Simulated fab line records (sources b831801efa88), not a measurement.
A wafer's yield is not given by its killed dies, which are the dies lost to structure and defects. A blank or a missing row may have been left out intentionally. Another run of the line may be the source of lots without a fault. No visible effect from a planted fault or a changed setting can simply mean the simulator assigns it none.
Chamber matching + flow sky130 + cmp-01 running SKY_VIA2_CMP_02: 4 sister chambers
The step polishes SiO2. 4 wafers are shown with their chamber, then 7 later ones without.

## WAFERS WITH THEIR CHAMBER
| wafer  | chamber | motor current A (A) |
|--------|---------|---------------------|
| L268.4 | 1       | 12.9                |
| L271.5 | 2       | 13.3                |
| L273.1 | 0       | 14.9                |
| L273.3 | 3       | 13.6                |

## WAFERS WHOSE CHAMBER IS MISSING
| wafer  | motor current A (A) |
|--------|---------------------|
| L273.5 | 13.7                |
| L283.2 | 14.8                |
| L283.3 | 12.7                |
| L283.6 | 14.9                |
| L284.1 | 12.8                |
| L284.2 | 12.8                |
| L284.3 | 14.8                |

## THE CHAMBER EACH PASSED THROUGH
| wafer  | from the rows above | in truth                   |
|--------|---------------------|----------------------------|
| L273.5 | 3                   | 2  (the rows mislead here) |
| L283.2 | 0                   | 0                          |
| L283.3 | 1                   | 1                          |
| L283.6 | 0                   | 0                          |
| L284.1 | 1                   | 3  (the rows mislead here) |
| L284.2 | 1                   | 1                          |
| L284.3 | 0                   | 0                          |
Correctly placed: 5 of 7. From these rows, 0 cannot be placed. Wrongly placed: 2.
How it was worked out, from the rows above alone: a wafer's distance from a chamber is the root of the sum, over the readings, of the square of ((its reading less the chamber's mean) divided by the reading's scatter). The wafer belongs to the nearest chamber; if the next one is less than 2 further off, it can't be placed. A chamber's mean is the mean of its shown wafers. The scatter: root of mean squared gap, hidden wafer to nearest shown wafer, with one shown wafer a chamber.
